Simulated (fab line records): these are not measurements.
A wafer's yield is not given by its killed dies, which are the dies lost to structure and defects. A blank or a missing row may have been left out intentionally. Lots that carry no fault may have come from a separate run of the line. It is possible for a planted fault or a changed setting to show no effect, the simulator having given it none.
One fault seen from 2 desks ; flow sky130 ; only its own numbers are on each desk; what lay behind them is given at the end

== TOOL OWNER'S DESK, litho_track-03 ==
The tool's own readings at SKY_METAL1_COAT_10 (resist thk 450 nm): means of the sampled wafers that have a number, for each lot that ran on this tool. If a lot's mean is further than 4 standard deviations from the usual mean, the lot is out of limits and carries the mark OUT (the distance appears in the brackets).
Columns: A = dispense_pressure_kPa at SKY_METAL1_COAT_10, usual 52.1 kPa; B = spin_speed_rpm at SKY_METAL1_COAT_10, usual 3000.1 rpm
lot;first seen here;A;B
L672;day 35 09:00;52.5;2999.2
L679;day 37 08:00;52.5;2855.7 (-76) OUT
L678;day 37 09:00;52.5;2854.5 (-77) OUT
This desk's verdict: out of limits on L678, L679, starting with L679 at day 37 08:00 (spin_speed_rpm at SKY_METAL1_COAT_10). Within limits: L672.

== FROM THE METROLOGY DESK ==
Means of the sampled wafers that have a number, per lot and without regard to the tool the lot ran on: this is what the gauges read. If a lot's mean is further than 4 standard deviations from the usual mean, the lot is out of limits and carries the mark OUT (the distance appears in the brackets).
Columns: A = CONTACT_W_THK at SKY_CONTACT_THK_MEAS_26, usual 348 nm; B = METAL1_ALCU_RS at SKY_METAL1_RS_MEAS_05, usual 0.1265 ohm/sq; C = METAL1_ALCU_THK at SKY_METAL1_THK_MEAS_06, usual 251.7 nm; D = cd_nm at SKY_METAL1_CD_MEAS_15, usual 139.8 nm; E = METAL1_OVL at SKY_METAL1_OVL_MEAS_16, usual 0 nm
lot;first seen here;A;B;C;D;E
L672;day 34 18:57;338;0.1266;250.5;137.9;4
L675;day 36 07:17;347;0.1271;248.7;141.6;4
L677;day 36 13:17;343;0.1275;250.1;141.5;10
L679;day 36 19:47;360;0.1260;252.0;140.2;-3
L678;day 36 20:55;353;0.1268;250.2;138.1;1
L686;day 38 19:48;350;0.1261;252.9;138.5;-1
Result from this desk: across the 6 lots, nothing is out of limits.

== BROUGHT TOGETHER ==
The tool owner's desk could have raised an alarm at day 37 08:00, on L678, L679.
The metrology desk saw nothing out of limits.
The metrology desk holds a record of L678, L679, inside its limits.
All the named lots went through SKY_METAL1_COAT_10 on litho_track-03.

== WHAT WAS PUT IN BY THE SIMULATOR ==
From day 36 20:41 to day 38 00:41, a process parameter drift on litho_track-03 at SKY_METAL1_COAT_10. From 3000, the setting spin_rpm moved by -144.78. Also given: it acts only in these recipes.
Struck lots among those shown: L678, L679.
Hours from the fault's start to each desk's first reading out of limits: the tool owner's desk, 11.
